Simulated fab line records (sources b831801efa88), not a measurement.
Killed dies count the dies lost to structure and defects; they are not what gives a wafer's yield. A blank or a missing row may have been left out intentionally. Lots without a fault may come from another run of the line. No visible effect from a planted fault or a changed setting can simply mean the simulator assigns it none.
A struck lot beside a sound one ; flow sky130 ; 22 out of 708 route steps
Sound: the wafers L278.1, L278.4, L278.6. Wafers struck: L287.2, L287.3, L287.6. The cause is named last.
Each step with rows lists, per side, the tool, then ch with its chambers, then its first start. Under that, the readings that differ: sound wafers ; struck wafers ; difference of the means ; sigmas: that difference in standard deviations of wafers without a fault.
alike: readings whose means differ by less than 2 such deviations, and words and numbers that are the same on both sides. not compared: withheld readings, readings that some wafer has no value for, bounds like >300 that may hide the same value, and numbers for which the record gives no deviation and whose values overlap.
A row with sigmas, a row that says differs or no value, or rows on one side alone: a step with any of these is where the two part. Numbers that don't overlap but have no deviation are shown without sigmas and don't part them. A reading that every wafer of one side lacks parts them only if that side has two wafers or more.

first, 7 steps without rows for these wafers: SKY_FIELD_ISO_HMDS_06 (prime time 60 s); SKY_FIELD_ISO_COAT_07 (resist thk 60 nm); SKY_FIELD_ISO_COAT_08 (resist thk 450 nm); SKY_FIELD_ISO_SOFTBAKE_09 (time 90 s); SKY_FIELD_ISO_EXPOSE_10 (exposes mask FOM, target cd 150 nm); SKY_FIELD_ISO_PEB_11; SKY_FIELD_ISO_DEVELOP_12 (develop time 60 s).
SKY_FIELD_ISO_CD_MEAS_13: target cd 150 nm.
  struck on cdSem-02, day 4 20:38; sound on cdSem-02, day 2 21:29
  alike: cdNm
SKY_FIELD_ISO_ETCH_14: etches BARC in N2/H2, stops on SiO2, time 45.9 s, target depth 60 nm.
  sound on rieDiel-01 ch 0,2, day 2 21:36; struck on rieDiel-03 ch 1,2,3, day 4 20:44
  alike: biasW, chamberPressureMTorr, drypumpMotorCurrentA, oesProductAu, throttleValvePct
  not compared: rfHoursCounterH
SKY_FIELD_ISO_ETCH_15: etches the open film in CHF3/O2, stops on Si, target depth 180 nm, time 72 s.
  sound on rieDiel-01 ch 0,2, day 2 21:39; struck on rieDiel-03 ch 1,2,3, day 4 20:46
  alike: O2_flow_sccm, biasW, drypumpMotorCurrentA, oesProductAu, throttleValvePct
  not compared: rfHoursCounterH
SKY_FIELD_ISO_STRIP_16: strips in O2/N2.
  sound on plasmaAsher-01 ch 0,1, day 2 21:42; struck on plasmaAsher-02 ch 0,1, day 4 20:50
  alike: drypumpMotorCurrentA, o2FlowSccm, oesProductAu, stripTimeToEndpointS
  not compared: rfHoursCounterH
SKY_FIELD_ISO_ETCH_17: etches Si in HBr/Cl2/O2, target depth 342 nm, time 97.7 s.
  sound on rieSi-02 ch 1,2,3, day 2 21:48; struck on rieSi-01 ch 0,2, day 4 20:56
  alike: HBr_flow_sccm, O2_flow_sccm, drypumpMotorCurrentA, oesProductAu, throttleValvePct
  not compared: rfHoursCounterH
SKY_FIELD_ISO_WET_ETCH_18: etches Si3N4 in H3PO4, target depth 25 nm, time 286 s.
  sound on wetBench-03 ch 2, day 2 21:52; struck on wetBench-04 ch 3, day 4 21:00
  no value came back on the struck wafers for bathGuardTempC (C), bathHeatDutyPct (%); on the sound wafers bathGuardTempC (C) reads 159.5 159.0 159.2
reading;sound;struck;difference;sigmas
model.Si3N4_of_FIELD_ISO_CVD_03.thkNm (nm);122.9 122.7 122.5;148.5 148.5 149.7;+26.2;
then, 6 steps without rows for these wafers: SKY_FIELD_ISO_CLEAN_19 (cleans in SC1/SC2, time 150 s); SKY_FIELD_ISO_CLEAN_20 (cleans in dHF, time 20 s); SKY_FIELD_ISO_WET_ETCH_21 (etches SiO2 in dHF, target depth 20 nm, time 400 s); SKY_FIELD_ISO_OXIDATION_22 (stabilise 600 s, purge 300 s, target thk 10 nm); SKY_FIELD_ISO_CVD_24 (deposits SiO2, target thk 595 nm, time 99.2 s); SKY_FIELD_ISO_ANNEAL_26 (time 1800 s).
SKY_FIELD_ISO_CMP_27: polishes, stops on Si3N4, t overpolish 16 s, target thk 457.8 nm.
  sound on cmp-01 ch 0,1,2, day 3 02:10; struck on cmp-02 ch 1,3, day 5 01:58
  alike: motorCurrentA
SKY_FIELD_ISO_WET_ETCH_28: etches SiO2 in dHF, target depth 23.7 nm, time 47 s.
  sound on wetBench-04 ch 0, day 3 02:25; struck on wetBench-03 ch 0, day 5 02:16
reading;sound;struck;difference;sigmas
model.Si3N4_of_FIELD_ISO_CVD_03.thkNm (nm);116.9 116.8 116.6;142.6 142.7 143.8;+26.3;
  alike: bathHeatDutyPct, runLengthS
then, 1 step without rows for these wafers: SKY_FIELD_ISO_WET_ETCH_29 (etches Si3N4 in H3PO4, target depth 160 nm, time 1825 s).

## WHERE THEY PART
Within this record, at SKY_FIELD_ISO_WET_ETCH_18 only. Later steps at which nothing parts them and some readings are alike: SKY_FIELD_ISO_CMP_27, SKY_FIELD_ISO_WET_ETCH_28.

WHY: the cause the simulator had injected
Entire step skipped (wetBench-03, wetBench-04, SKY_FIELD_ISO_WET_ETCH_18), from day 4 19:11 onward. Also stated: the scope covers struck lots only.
